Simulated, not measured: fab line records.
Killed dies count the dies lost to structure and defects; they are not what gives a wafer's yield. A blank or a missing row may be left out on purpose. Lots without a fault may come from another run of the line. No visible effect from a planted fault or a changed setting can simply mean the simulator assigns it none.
fab line records | flow sfqLine
record lots=6 | wafers=18 | lastDay=86
route steps=325 shown I4@176 JJ@178 M5@198 A5B@209 R5@212 M8@325
lots with no fault: from the same line, run without faults
startH: start of the lot's first displayed wafer, in hours after the record's first day | waitH: hours since the lot's step before | " unchanged from the row above | L1.1+2: one row covering several wafers at once | - no value, or no start was given | * or withheld: withheld | < > ~ a bound
route shown NAME@n: names a module that has steps shown in the file, with the first one's number in the route | usual: mean and standard deviation over wafers with no fault | same: alike in all rows | chamber/n: place in a boat | sites: readings site by site | _std_site: their standard deviation | _edge_site: mean of outer sites minus mean of inner sites | radiusMm: for every site, how far away it sits from the centre of the wafer | mask NAME#n: copy n | behind: the most recent tool/chamber to have shaped the wafer | hold: cause of the lot's hold/its duration in hours/its outcome | device: the transistor (n, p or np) that didn't switch | end of line: tests run on the same wafers once the route is complete | for a step that has no rows: nothing shown but its recipe | killed: dies lost to structure and defects at the first sort, not the wafer's yield | map: per-die view of a wafer (x killed, . not killed, _ where there is no die)
set.NAME: the setting the step ran with; set.NAME@STEP: the setting that earlier step ran with | model.NAME: the simulator's own value behind a step, which no gauge read
lots seen at some steps along the route; tables by step, rows by wafer
services: from which hour (startH, from the record's first day; less than 0 if before it) a tool's chamber was out of use, for how many hours, and why
## steps
# step SFQ_TRILAYER_I4_VIA_STRIP_STRIP_107
# recipe gas=O2 | powerW=200 | platenTempC=40 | overashFraction=0.65 | chemistry=O2 | pressureMtorr=50
# step SFQ_TRILAYER_I4_VIA_STRIP_SOLV_CLEAN_108
# recipe chemistry=NMP | tempC=70 | timeS=600
# step SFQ_TRILAYER_JJ_TRILAYER_DEP_PRE_CLEAN_113
# recipe gas=Ar | timeS=22.5 | biasV=250
# step SFQ_TRILAYER_JJ_TRILAYER_DEP_SPUTTER_109
# recipe material=Nb | basePressurePa=1.33e-06 | chamberPressurePa=0.1333 | substrateTempC=20 | targetThkNm=150 | powerW=2000 | timeS=100
# step SFQ_TRILAYER_JJ_TRILAYER_DEP_SPUTTER_110
# recipe material=Al | basePressurePa=1.33e-06 | targetThkNm=8 | powerW=500 | timeS=10.16 | chamberPressurePa=0.4
# usual chamberPressurePa=0.4000/0.00078 | throttleValvePct=29.5/1.2
lot.wafer | tool          | chamber | startH  | waitH | chamberPressurePa | throttleValvePct
L750.1    | pvdSputter-06 | -       | 1073.98 | 0.0   | 0.4008            | 28.8
L750.3    | "             | -       | "       | "     | 0.3994            | 30.2
L750.6    | "             | -       | "       | "     | 0.3995            | 28.5
L753.1    | pvdSputter-03 | -       | 1099.18 | 0.0   | 0.3994            | 29.9
L753.2    | "             | -       | "       | "     | 0.3995            | 30.3
L753.4    | "             | -       | "       | "     | 0.4001            | 27.6
L756.3    | pvdSputter-04 | -       | 1174.35 | 0.0   | 0.4005            | 30.7
L756.4    | "             | -       | "       | "     | 0.3993            | 30.3
L756.5    | "             | -       | "       | "     | 0.4000            | 30.3
L758.2    | pvdSputter-06 | -       | 1222.46 | 0.0   | 0.4003            | 28.6
L758.5    | "             | -       | "       | "     | 0.3995            | 29.4
L758.6    | "             | -       | "       | "     | 0.3997            | 28.5
L771.2    | pvdSputter-06 | -       | 1321.32 | 0.0   | 0.3999            | 30.3
L771.5    | "             | -       | "       | "     | 0.3998            | 30.0
L771.6    | "             | -       | "       | "     | 0.3988            | 28.0
L772.1    | pvdSputter-03 | -       | 1323.68 | 0.0   | 0.4007            | 29.6
L772.2    | "             | -       | "       | "     | 0.4007            | 30.1
L772.4    | "             | -       | "       | "     | 0.3991            | 31.3
# step SFQ_TRILAYER_JJ_TRILAYER_DEP_AL_OXIDATION_111
# recipe pressureMbar=0.014667 | oxidationTimeS=600 | temperatureK=293
# step SFQ_TRILAYER_JJ_TRILAYER_DEP_SPUTTER_112
# recipe material=Nb | basePressurePa=1.33e-06 | chamberPressurePa=0.1333 | substrateTempC=20 | targetThkNm=170 | powerW=2000 | timeS=113.3
# usual chamberPressurePa=0.1333/0.00026 | throttleValvePct=29.5/1.2
lot.wafer | tool          | chamber | startH  | waitH | chamberPressurePa | throttleValvePct
L750.1    | pvdSputter-06 | -       | 1075.00 | 0.5   | 0.13335           | 28.9
L750.3    | "             | -       | "       | "     | 0.13353           | 30.5
L750.6    | "             | -       | "       | "     | 0.13334           | 28.7
L753.1    | pvdSputter-03 | -       | 1100.20 | 0.5   | 0.13358           | 29.9
L753.2    | "             | -       | "       | "     | 0.1334            | 30.2
L753.4    | "             | -       | "       | "     | 0.13344           | 27.4
L756.3    | pvdSputter-04 | -       | 1175.38 | 0.5   | 0.13358           | 30.6
L756.4    | "             | -       | "       | "     | 0.13309           | 30.3
L756.5    | "             | -       | "       | "     | 0.13325           | 30.0
L758.2    | pvdSputter-06 | -       | 1223.57 | 0.5   | 0.13362           | 28.6
L758.5    | "             | -       | "       | "     | 0.13311           | 29.1
L758.6    | "             | -       | "       | "     | 0.1332            | 28.5
L771.2    | pvdSputter-06 | -       | 1322.34 | 0.5   | 0.13311           | 30.2
L771.5    | "             | -       | "       | "     | 0.13342           | 30.4
L771.6    | "             | -       | "       | "     | 0.13353           | 28.3
L772.1    | pvdSputter-03 | -       | 1324.70 | 0.5   | 0.13314           | 29.7
L772.2    | "             | -       | "       | "     | 0.13323           | 30.0
L772.4    | "             | -       | "       | "     | 0.13271           | 31.5
# step SFQ_JJ_RS_MEAS_929
# recipe thkMeasGauge=four-point-probe | reads=Nb_of_TRILAYER_JJ_TRILAYER_DEP_SPUTTER_112
# usual JJ_NB_RS=1.045/0.0096
lot.wafer | tool         | chamber | startH  | waitH | JJ_NB_RS[ohm/sq]
L750.1    | filmMetro-03 | -       | 1075.08 | 0.0   | 1.065
L750.3    | "            | -       | "       | "     | 1.056
L750.6    | "            | -       | "       | "     | 1.064
L753.1    | filmMetro-02 | -       | 1100.28 | 0.0   | 1.061
L753.2    | "            | -       | "       | "     | 1.047
L753.4    | "            | -       | "       | "     | 1.051
L756.3    | filmMetro-03 | -       | 1175.50 | 0.1   | 1.031
L756.4    | "            | -       | "       | "     | 1.028
L756.5    | "            | -       | "       | "     | 1.026
L758.2    | filmMetro-01 | -       | 1223.67 | 0.1   | 1.033
L758.5    | "            | -       | "       | "     | 1.051
L758.6    | "            | -       | "       | "     | 1.034
L771.2    | filmMetro-03 | -       | 1322.44 | 0.1   | 1.064
L771.5    | "            | -       | "       | "     | 1.069
L771.6    | "            | -       | "       | "     | 1.066
L772.1    | filmMetro-03 | -       | 1324.78 | 0.0   | 1.042
L772.2    | "            | -       | "       | "     | 1.042
L772.4    | "            | -       | "       | "     | 1.042
# step SFQ_TRILAYER_JJ_CE_LITHO_COAT_119
# recipe resist=BARC | spinRpm=3000 | resistThkNm=62
# step SFQ_TRILAYER_JJ_CE_LITHO_COAT_114
# recipe resist=KrF | spinRpm=3000 | resistThkNm=600
# step SFQ_TRILAYER_JJ_CE_LITHO_SOFTBAKE_118
# recipe tempC=withheld | timeS=withheld | resist=KrF
# step SFQ_TRILAYER_JJ_CE_LITHO_EXPOSE_115
# recipe maskId=J5 | na=0.6 | sourceShape=conventional | sigmaOuter=0.65 | targetCdNm=700 | doseMj=14.4
lot.wafer  | tool          | chamber | startH  | waitH | mask
L750.1+3+6 | krfScanner-01 | 0       | 1076.01 | -     | J5#0
L753.1+2+4 | krfScanner-01 | 0       | 1101.21 | -     | J5#0
L756.3+4+5 | krfScanner-01 | 0       | 1301.19 | -     | J5#0
L758.2+5+6 | krfScanner-01 | 0       | 1338.12 | -     | J5#0
L771.2+5+6 | krfScanner-01 | 0       | 1450.96 | -     | J5#0
L772.1+2+4 | krfScanner-01 | 0       | 1456.76 | -     | J5#0
# step SFQ_TRILAYER_JJ_CE_LITHO_PEB_117
# recipe pebTempC=115 | pebTimeS=60 | resist=KrF
# step SFQ_TRILAYER_JJ_CE_LITHO_DEVELOP_116
# recipe timeS=60 | resist=KrF
# step SFQ_JJ_OVL_MEAS_931
# usual J5_OVL=-3/6.3
lot.wafer | tool       | chamber | startH  | waitH | J5_OVL[nm]
L750.1    | overlay-02 | -       | 1077.51 | 0.1   | -1
L750.3    | "          | -       | "       | "     | -1
L750.6    | "          | -       | "       | "     | 1
L753.1    | overlay-01 | -       | 1102.71 | 0.1   | -10
L753.2    | "          | -       | "       | "     | 6
L753.4    | "          | -       | "       | "     | 1
L756.3    | overlay-01 | -       | 1302.30 | 0.1   | 3
L756.4    | "          | -       | "       | "     | 5
L756.5    | "          | -       | "       | "     | 3
L758.2    | overlay-01 | -       | 1339.42 | 0.1   | -16
L758.5    | "          | -       | "       | "     | -20
L758.6    | "          | -       | "       | "     | -16
L771.2    | overlay-02 | -       | 1452.26 | 0.1   | -14
L771.5    | "          | -       | "       | "     | -7
L771.6    | "          | -       | "       | "     | -10
L772.1    | overlay-02 | -       | 1458.26 | 0.1   | -6
L772.2    | "          | -       | "       | "     | 2
L772.4    | "          | -       | "       | "     | 1
# step SFQ_TRILAYER_JJ_CE_METRO_MEASURE_117
# usual cdNm=700.2/1.4
lot.wafer | tool     | chamber | startH  | waitH | cdNm
L750.1    | cdSem-02 | -       | 1077.55 | 0.0   | 701.2
L750.3    | "        | -       | "       | "     | 700.4
L750.6    | "        | -       | "       | "     | 700.6
L753.1    | cdSem-01 | -       | 1102.75 | 0.0   | 701.4
L753.2    | "        | -       | "       | "     | 701.2
L753.4    | "        | -       | "       | "     | 701.7
L756.3    | cdSem-02 | -       | 1302.73 | 0.4   | 688.1
L756.4    | "        | -       | "       | "     | 693.0
L756.5    | "        | -       | "       | "     | 689.9
L758.2    | cdSem-02 | -       | 1339.65 | 0.2   | 659.1
L758.5    | "        | -       | "       | "     | 666.8
L758.6    | "        | -       | "       | "     | 676.2
L771.2    | cdSem-02 | -       | 1452.49 | 0.2   | 702.3
L771.5    | "        | -       | "       | "     | 701.1
L771.6    | "        | -       | "       | "     | 703.7
L772.1    | cdSem-01 | -       | 1458.29 | 0.0   | 701.2
L772.2    | "        | -       | "       | "     | 701.0
L772.4    | "        | -       | "       | "     | 702.6
# step SFQ_TRILAYER_JJ_CE_BARC_OPEN_RIE_150
# recipe maskMaterial=PR | chemistry=O2 | targetDepthNm=240 | target=BARC | icpW=600 | biasW=80 | pressureMtorr=10 | timeS=80
# usual drypumpMotorCurrentA=5.5/0.52 | oesProductAu=0.537/0.0042
lot.wafer | tool        | chamber | startH  | waitH | drypumpMotorCurrentA | oesProductAu | rfHoursCounterH | model.JJ.cdNm
L750.1    | rieMetal-04 | 0       | 1078.75 | 1.0   | 4.8                  | 0.534        | 12              | 700.6
L750.3    | "           | 0       | "       | "     | 4.8                  | 0.539        | -               | 699.1
L750.6    | "           | 1       | "       | "     | 5.8                  | 0.535        | -               | 699.3
L753.1    | rieMetal-01 | 1       | 1103.95 | 1.0   | 6.2                  | 0.537        | 2               | 702.2
L753.2    | "           | 0       | "       | "     | 5.3                  | 0.531        | 51              | 702.3
L753.4    | "           | 0       | "       | "     | 5.3                  | 0.537        | -               | 702.7
L756.3    | rieMetal-02 | 1       | 1303.56 | 0.6   | 5.2                  | 0.540        | -               | 686.9
L756.4    | "           | 0       | "       | "     | 6.1                  | 0.534        | -               | 691.9
L756.5    | "           | 0       | "       | "     | 6.1                  | 0.537        | -               | 688.1
L758.2    | rieMetal-02 | 0       | 1340.65 | 0.8   | 6.1                  | 0.534        | 70              | 658.1
L758.5    | "           | 0       | "       | "     | 6.1                  | 0.542        | -               | 666.2
L758.6    | "           | 1       | "       | "     | 5.2                  | 0.539        | -               | 676.1
L771.2    | rieMetal-04 | 1       | 1453.49 | 0.8   | 5.8                  | 0.531        | 59              | 701.4
L771.5    | "           | 1       | "       | "     | 5.8                  | 0.535        | -               | 700.2
L771.6    | "           | 0       | "       | "     | 4.8                  | 0.527        | -               | 703.6
L772.1    | rieMetal-01 | 1       | 1459.49 | 1.0   | 6.2                  | 0.534        | 57              | 701.1
L772.2    | "           | 0       | "       | "     | 5.3                  | 0.544        | 101             | 701.1
L772.4    | "           | 1       | "       | "     | 6.2                  | 0.539        | -               | 703
# step SFQ_TRILAYER_JJ_CE_ETCH_RIE_118
# recipe target=Nb | stopOn=Al2O3 | maskMaterial=PR | taperDeg=13.257 | overEtchFrac=0.15 | timeS=97.7 | chemistry=SF6 | targetDepthNm=170 | icpW=600 | biasW=80 | pressureMtorr=9.727
# usual drypumpMotorCurrentA=5.5/0.52 | oesProductAu=0.990/0.0066
lot.wafer | tool        | chamber | startH  | waitH | drypumpMotorCurrentA | oesProductAu | rfHoursCounterH | model.JJ.cdNm
L750.1    | rieMetal-04 | 0       | 1078.84 | 0.1   | 4.8                  | 0.986        | 12              | 700.9
L750.3    | "           | 0       | "       | "     | 4.8                  | 0.996        | -               | 699.4
L750.6    | "           | 1       | "       | "     | 5.8                  | 0.977        | -               | 699.4
L753.1    | rieMetal-01 | 1       | 1104.04 | 0.1   | 6.2                  | 0.993        | 2               | 701.8
L753.2    | "           | 0       | "       | "     | 5.3                  | 0.998        | 51              | 702.9
L753.4    | "           | 0       | "       | "     | 5.3                  | 0.993        | -               | 702.9
L756.3    | rieMetal-02 | 1       | 1303.66 | 0.1   | 5.2                  | 0.980        | -               | 687.4
L756.4    | "           | 0       | "       | "     | 6.1                  | 0.996        | -               | 691.9
L756.5    | "           | 0       | "       | "     | 6.1                  | 1.004        | -               | 689.4
L758.2    | rieMetal-02 | 0       | 1340.75 | 0.1   | 6.1                  | 0.981        | 70              | 658.4
L758.5    | "           | 0       | "       | "     | 6.1                  | 0.987        | -               | 667
L758.6    | "           | 1       | "       | "     | 5.2                  | 0.989        | -               | 675.3
L771.2    | rieMetal-04 | 1       | 1453.58 | 0.1   | 5.8                  | 0.979        | 59              | 701.5
L771.5    | "           | 1       | "       | "     | 5.8                  | 0.983        | -               | 699.9
L771.6    | "           | 0       | "       | "     | 4.8                  | 0.990        | -               | 703.5
L772.1    | rieMetal-01 | 1       | 1459.58 | 0.1   | 6.2                  | 1.005        | 57              | 701.3
L772.2    | "           | 0       | "       | "     | 5.3                  | 0.992        | 101             | 702
L772.4    | "           | 1       | "       | "     | 6.2                  | 0.990        | -               | 703.9
# step SFQ_TRILAYER_JJ_ANODIZE_ANODIZE_119
# recipe currentDensityMaCm2=withheld | endCurrentDensityMaCm2=withheld | bathTempC=withheld
# step SFQ_TRILAYER_JJ_CE_STRIP_STRIP_120
# recipe gas=O2 | powerW=200 | platenTempC=40 | overashFraction=0.65 | chemistry=O2 | pressureMtorr=50
# usual drypumpMotorCurrentA=5.5/0.53 | oesProductAu=1.002/0.0073
lot.wafer | tool        | chamber | startH  | waitH | drypumpMotorCurrentA | oesProductAu | rfHoursCounterH
L750.1    | rieMetal-01 | 1       | 1079.44 | 0.0   | 6.2                  | 0.986        | 132
L750.3    | "           | 1       | "       | "     | 6.2                  | 0.992        | -
L750.6    | "           | 1       | "       | "     | 6.2                  | 1.014        | -
L753.1    | rieMetal-02 | 0       | 1104.64 | 0.0   | 6.1                  | 0.999        | 24
L753.2    | "           | 1       | "       | "     | 5.2                  | 1.000        | 12
L753.4    | "           | 1       | "       | "     | 5.2                  | 1.005        | -
L756.3    | rieMetal-01 | 1       | 1304.47 | 0.2   | 6.2                  | 0.999        | -
L756.4    | "           | 0       | "       | "     | 5.3                  | 1.004        | -
L756.5    | "           | 1       | "       | "     | 6.2                  | 1.006        | -
L758.2    | rieMetal-04 | 0       | 1341.40 | 0.0   | 4.8                  | 1.007        | 53
L758.5    | "           | 0       | "       | "     | 4.8                  | 1.007        | -
L758.6    | "           | 1       | "       | "     | 5.7                  | 0.991        | -
L771.2    | rieMetal-02 | 0       | 1454.19 | 0.0   | 6.1                  | 0.997        | 86
L771.5    | "           | 1       | "       | "     | 5.2                  | 0.998        | -
L771.6    | "           | 0       | "       | "     | 6.1                  | 1.002        | -
L772.1    | rieMetal-04 | 1       | 1460.19 | 0.0   | 5.8                  | 1.006        | 60
L772.2    | "           | 0       | "       | "     | 4.8                  | 1.002        | 73
L772.4    | "           | 0       | "       | "     | 4.8                  | 1.006        | -
# step SFQ_TRILAYER_JJ_CE_STRIP_SOLV_CLEAN_121
# recipe chemistry=NMP | tempC=70 | timeS=600
# step SFQ_TRILAYER_M5_LITHO_COAT_128
# recipe resist=BARC | spinRpm=3000 | resistThkNm=62
# step SFQ_TRILAYER_M5_LITHO_COAT_123
# recipe resist=KrF | spinRpm=3000 | resistThkNm=600
# step SFQ_TRILAYER_M5_LITHO_SOFTBAKE_127
# recipe tempC=withheld | timeS=withheld | resist=KrF
# step SFQ_TRILAYER_M5_LITHO_EXPOSE_124
# recipe maskId=M5 | na=0.6 | sourceShape=conventional | sigmaOuter=0.65 | targetCdNm=700 | doseMj=14.4
# step SFQ_TRILAYER_M5_LITHO_PEB_126
# recipe pebTempC=115 | pebTimeS=60 | resist=KrF
# step SFQ_TRILAYER_M5_LITHO_DEVELOP_125
# recipe timeS=60 | resist=KrF
# step SFQ_M5_OVL_MEAS_932
# usual M5_OVL=2/4.7
lot.wafer | tool       | chamber | startH  | waitH | M5_OVL[nm]
L750.1    | overlay-01 | -       | 1082.49 | 0.1   | 0
L750.3    | "          | -       | "       | "     | 4
L750.6    | "          | -       | "       | "     | -2
L753.1    | overlay-02 | -       | 1107.67 | 0.1   | -5
L753.2    | "          | -       | "       | "     | -4
L753.4    | "          | -       | "       | "     | -2
L756.3    | overlay-02 | -       | 1425.95 | 0.1   | 2
L756.4    | "          | -       | "       | "     | -4
L756.5    | "          | -       | "       | "     | 1
L758.2    | overlay-02 | -       | 1476.26 | 0.1   | -4
L758.5    | "          | -       | "       | "     | 5
L758.6    | "          | -       | "       | "     | 1
L771.2    | overlay-01 | -       | 1586.17 | 0.1   | 2
L771.5    | "          | -       | "       | "     | -2
L771.6    | "          | -       | "       | "     | 5
L772.1    | overlay-01 | -       | 1593.37 | 0.1   | 5
L772.2    | "          | -       | "       | "     | 4
L772.4    | "          | -       | "       | "     | 0
# step SFQ_TRILAYER_M5_BARC_OPEN_METAL_ETCH_161
# recipe maskMaterial=PR | chemistry=O2 | targetDepthNm=125 | target=BARC | icpW=600 | biasW=80 | pressureMtorr=10 | timeS=41.7
# step SFQ_TRILAYER_M5_ETCH_METAL_ETCH_126
# recipe target=Nb | stopOn=SiO2 | maskMaterial=PR | overEtchFrac=0.15 | timeS=203.2 | chemistry=Cl2/BCl3 | targetDepthNm=265 | icpW=600 | biasW=80 | pressureMtorr=10
# usual drypumpMotorCurrentA=5.9/0.61 | oesProductAu=0.729/0.0052
lot.wafer | tool        | chamber | startH  | waitH | drypumpMotorCurrentA | oesProductAu | rfHoursCounterH
L750.1    | rieMetal-02 | 1       | 1082.58 | 0.0   | 5.2                  | 0.724        | 9
L750.3    | "           | 1       | "       | "     | 5.2                  | 0.728        | -
L750.6    | "           | 0       | "       | "     | 6.1                  | 0.732        | -
L753.1    | rieMetal-02 | 1       | 1107.77 | 0.0   | 5.2                  | 0.721        | 13
L753.2    | "           | 0       | "       | "     | 6.1                  | 0.721        | 24
L753.4    | "           | 0       | "       | "     | 6.1                  | 0.728        | -
L756.3    | rieMetal-02 | 0       | 1426.10 | 0.1   | 6.1                  | 0.727        | -
L756.4    | "           | 1       | "       | "     | 5.2                  | 0.724        | -
L756.5    | "           | 0       | "       | "     | 6.1                  | 0.731        | -
L758.2    | rieMetal-03 | 1       | 1476.35 | 0.0   | 6.1                  | 0.728        | 8
L758.5    | "           | 0       | "       | "     | 6.6                  | 0.733        | -
L758.6    | "           | 1       | "       | "     | 6.1                  | 0.725        | -
L771.2    | rieMetal-04 | 0       | 1586.26 | 0.0   | 4.8                  | 0.729        | 89
L771.5    | "           | 1       | "       | "     | 5.8                  | 0.733        | -
L771.6    | "           | 0       | "       | "     | 4.8                  | 0.728        | -
L772.1    | rieMetal-03 | 1       | 1593.46 | 0.0   | 6.1                  | 0.722        | 21
L772.2    | "           | 0       | "       | "     | 6.6                  | 0.737        | 9
L772.4    | "           | 0       | "       | "     | 6.6                  | 0.738        | -
# step SFQ_TRILAYER_M5_STRIP_STRIP_127
# recipe gas=O2 | powerW=200 | platenTempC=40 | overashFraction=0.65 | chemistry=O2 | pressureMtorr=50
# step SFQ_TRILAYER_M5_STRIP_SOLV_CLEAN_128
# recipe chemistry=NMP | tempC=70 | timeS=600
# step SFQ_TRILAYER_A5B_DEP_PECVD_129
# recipe material=SiO2 | tempC=150 | timeS=133.33 | pressureTorr=2.4 | rfW=183.3 | precursor=SiH4/N2O | targetThkNm=600
# step SFQ_TRILAYER_A5B_CMP_CMP_130
# recipe stopOn=Nb | downForcePsi=3 | platenRpm=60 | targetThkNm=340.7
# step SFQ_TRILAYER_A5B_METRO_MEASURE_131
# usual thkNm=338/4.2
lot.wafer | tool         | chamber | startH  | waitH | thkNm
L750.1    | filmMetro-03 | -       | 1100.03 | 1.5   | 337
L750.3    | "            | -       | "       | "     | 340
L750.6    | "            | -       | "       | "     | 345
L753.1    | filmMetro-03 | -       | 1121.26 | 2.5   | 337
L753.2    | "            | -       | "       | "     | 334
L753.4    | "            | -       | "       | "     | 340
L756.3    | filmMetro-04 | -       | 1430.51 | 1.4   | 347
L756.4    | "            | -       | "       | "     | 344
L756.5    | "            | -       | "       | "     | 347
L758.2    | filmMetro-03 | -       | 1481.79 | 1.2   | 343
L758.5    | "            | -       | "       | "     | 334
L758.6    | "            | -       | "       | "     | 341
L771.2    | filmMetro-01 | -       | 1595.44 | 2.2   | 335
L771.5    | "            | -       | "       | "     | 333
L771.6    | "            | -       | "       | "     | 336
L772.1    | filmMetro-04 | -       | 1598.24 | 2.0   | 340
L772.2    | "            | -       | "       | "     | 340
L772.4    | "            | -       | "       | "     | 340
# step SFQ_TRILAYER_R5_DEP_SPUTTER_132
# recipe material=Ti | basePressurePa=1.33e-06 | targetThkNm=5 | powerW=2000 | timeS=5 | chamberPressurePa=0.4
# step SFQ_TRILAYER_R5_DEP_SPUTTER_133
# recipe material=MoNx | basePressurePa=1.33e-06 | targetThkNm=40 | powerW=1000 | timeS=66.7 | chamberPressurePa=0.4
# step SFQ_TRILAYER_R5_DEP_SPUTTER_134
# recipe material=Ti | basePressurePa=1.33e-06 | targetThkNm=5 | powerW=2000 | timeS=5 | chamberPressurePa=0.4109
# step SFQ_R5_RS_MEAS_933
# recipe thkMeasGauge=four-point-probe | reads=Ti_of_TRILAYER_R5_DEP_SPUTTER_134+MoNx_of_TRILAYER_R5_DEP_SPUTTER_133+Ti_of_TRILAYER_R5_DEP_SPUTTER_132
# usual R5_MONX_RS=7.07/0.057
lot.wafer | tool         | chamber | startH  | waitH | R5_MONX_RS[ohm/sq]
L750.1    | filmMetro-04 | -       | 1101.32 | 0.0   | 7.06
L750.3    | "            | -       | "       | "     | 7.13
L750.6    | "            | -       | "       | "     | 7.06
L753.1    | filmMetro-02 | -       | 1122.55 | 0.0   | 7.07
L753.2    | "            | -       | "       | "     | 7.06
L753.4    | "            | -       | "       | "     | 7.10
L756.3    | filmMetro-03 | -       | 1431.45 | 0.0   | 7.10
L756.4    | "            | -       | "       | "     | 7.13
L756.5    | "            | -       | "       | "     | 7.05
L758.2    | filmMetro-02 | -       | 1482.90 | 0.0   | 7.09
L758.5    | "            | -       | "       | "     | 7.07
L758.6    | "            | -       | "       | "     | 7.01
L771.2    | filmMetro-04 | -       | 1596.55 | 0.0   | 7.02
L771.5    | "            | -       | "       | "     | 7.04
L771.6    | "            | -       | "       | "     | 6.99
L772.1    | filmMetro-02 | -       | 1599.53 | 0.0   | 7.07
L772.2    | "            | -       | "       | "     | 7.03
L772.4    | "            | -       | "       | "     | 7.07
# step SFQ_R5_THK_MEAS_934
# recipe thkMeasGauge=xrf | reads=MoNx_of_TRILAYER_R5_DEP_SPUTTER_133
# usual R5_MONX_THK=39.4/0.37
lot.wafer | tool         | chamber | startH  | waitH | R5_MONX_THK[nm]
L750.1    | filmMetro-04 | -       | 1101.44 | 0.1   | 39.8
L750.3    | "            | -       | "       | "     | 38.9
L750.6    | "            | -       | "       | "     | 39.5
L753.1    | filmMetro-02 | -       | 1122.67 | 0.1   | 39.2
L753.2    | "            | -       | "       | "     | 39.6
L753.4    | "            | -       | "       | "     | 39.3
L756.3    | filmMetro-03 | -       | 1431.55 | 0.1   | 39.0
L756.4    | "            | -       | "       | "     | 38.5
L756.5    | "            | -       | "       | "     | 39.0
L758.2    | filmMetro-02 | -       | 1483.01 | 0.1   | 39.4
L758.5    | "            | -       | "       | "     | 39.6
L758.6    | "            | -       | "       | "     | 39.9
L771.2    | filmMetro-04 | -       | 1596.66 | 0.1   | 40.0
L771.5    | "            | -       | "       | "     | 39.7
L771.6    | "            | -       | "       | "     | 40.0
L772.1    | filmMetro-02 | -       | 1599.65 | 0.1   | 39.5
L772.2    | "            | -       | "       | "     | 39.6
L772.4    | "            | -       | "       | "     | 39.5
# step SFQ_TRILAYER_R5_LITHO_COAT_141
# recipe resist=BARC | spinRpm=3000 | resistThkNm=62
# step SFQ_M8_BOW_MEAS_951
# recipe mode=bow
# usual M8_BOW=5/11
lot.wafer | tool         | chamber | startH  | waitH | M8_BOW[um] | model.etest.jj.gTimes
L750.1    | filmMetro-02 | -       | 1876.26 | 0.0   | 20         | 1.003
L750.3    | "            | -       | "       | "     | 16         | 0.9986
L750.6    | "            | -       | "       | "     | 17         | 0.9985
L753.1    | filmMetro-02 | -       | 1894.44 | 0.0   | -23        | 1.005
L753.2    | "            | -       | "       | "     | -16        | 1.009
L753.4    | "            | -       | "       | "     | -10        | 1.008
L756.3    | filmMetro-04 | -       | 1948.08 | 0.0   | -11        | 0.9645
L756.4    | "            | -       | "       | "     | -20        | 0.9773
L756.5    | "            | -       | "       | "     | -19        | 0.9703
L758.2    | filmMetro-02 | -       | 1989.98 | 0.0   | 11         | 0.8848
L758.5    | "            | -       | "       | "     | 10         | 0.9082
L758.6    | "            | -       | "       | "     | 25         | 0.931
L771.2    | filmMetro-01 | -       | 2053.00 | 0.0   | -7         | 1.005
L771.5    | "            | -       | "       | "     | 1          | 1
L771.6    | "            | -       | "       | "     | -8         | 1.01
L772.1    | filmMetro-04 | -       | 2054.64 | 0.0   | 20         | 1.004
L772.2    | "            | -       | "       | "     | 13         | 1.006
L772.4    | "            | -       | "       | "     | 25         | 1.011
## services
tool          | chamber | startH  | hours | kind
rieMetal-04   | 1       | 1065.07 | 4.1   | repair
rieMetal-02   | -       | 1091.76 | 2.8   | pm
rieMetal-01   | -       | 1115.28 | 28.1  | pm
krfScanner-01 | -       | 1119.75 | 0.3   | repair
rieMetal-04   | 0       | 1135.30 | 3.4   | repair
krfScanner-01 | -       | 1140.87 | 0.3   | repair
krfScanner-01 | -       | 1141.21 | 1.0   | pm
krfScanner-01 | -       | 1147.01 | 4.4   | pm
rieMetal-01   | 0       | 1158.35 | 12.4  | repair
pvdSputter-06 | -       | 1159.98 | 4.5   | repair
rieMetal-01   | -       | 1183.03 | 4.3   | pm
krfScanner-01 | -       | 1187.29 | 0.2   | repair
krfScanner-01 | -       | 1188.05 | 13.1  | repair
krfScanner-01 | -       | 1201.14 | 0.8   | pm
rieMetal-02   | 1       | 1203.92 | 48.4  | repair
krfScanner-01 | -       | 1221.09 | 1.3   | pm
rieMetal-02   | -       | 1263.77 | 0.3   | repair
rieMetal-04   | -       | 1325.86 | 1.9   | repair
rieMetal-04   | -       | 1330.58 | 2.8   | pm
rieMetal-04   | 1       | 1375.14 | 14.0  | repair
rieMetal-04   | -       | 1413.75 | 0.3   | repair
rieMetal-02   | 1       | 1468.06 | 4.8   | repair
rieMetal-02   | -       | 1470.36 | 1.4   | pm
rieMetal-04   | -       | 1530.47 | 1.1   | repair
## key
firstSign step=SFQ_TRILAYER_JJ_CE_METRO_MEASURE_117 | reading=cdNm | direction=down | sigmas=15 | usual=700.2 | struck=678.8
effect none on later readings
modelEffect step=SFQ_TRILAYER_JJ_CE_BARC_OPEN_RIE_150 | value=JJ.cdNm | without=698.9 | struck=677.9
modelEffect step=SFQ_TRILAYER_JJ_CE_ETCH_RIE_118 | value=JJ.cdNm | without=699.2 | struck=678.2
modelEffect step=SFQ_M8_BOW_MEAS_951 | value=etest.jj.gTimes | without=0.9981 | struck=0.9394
metAt SFQ_TRILAYER_JJ_CE_LITHO_EXPOSE_115
struckWafers L756.3,L756.4,L756.5,L758.2,L758.5,L758.6
onsetBetween 1101.21 1301.19
fault kind=processParameterDrift | tool=krfScanner-01 | chamber=- | onsetH=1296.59 | steps=SFQ_TRILAYER_JJ_CE_LITHO_EXPOSE_115 | channel=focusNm | offset=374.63 | spreadByWafer=0.3 | shape=step | endH=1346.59
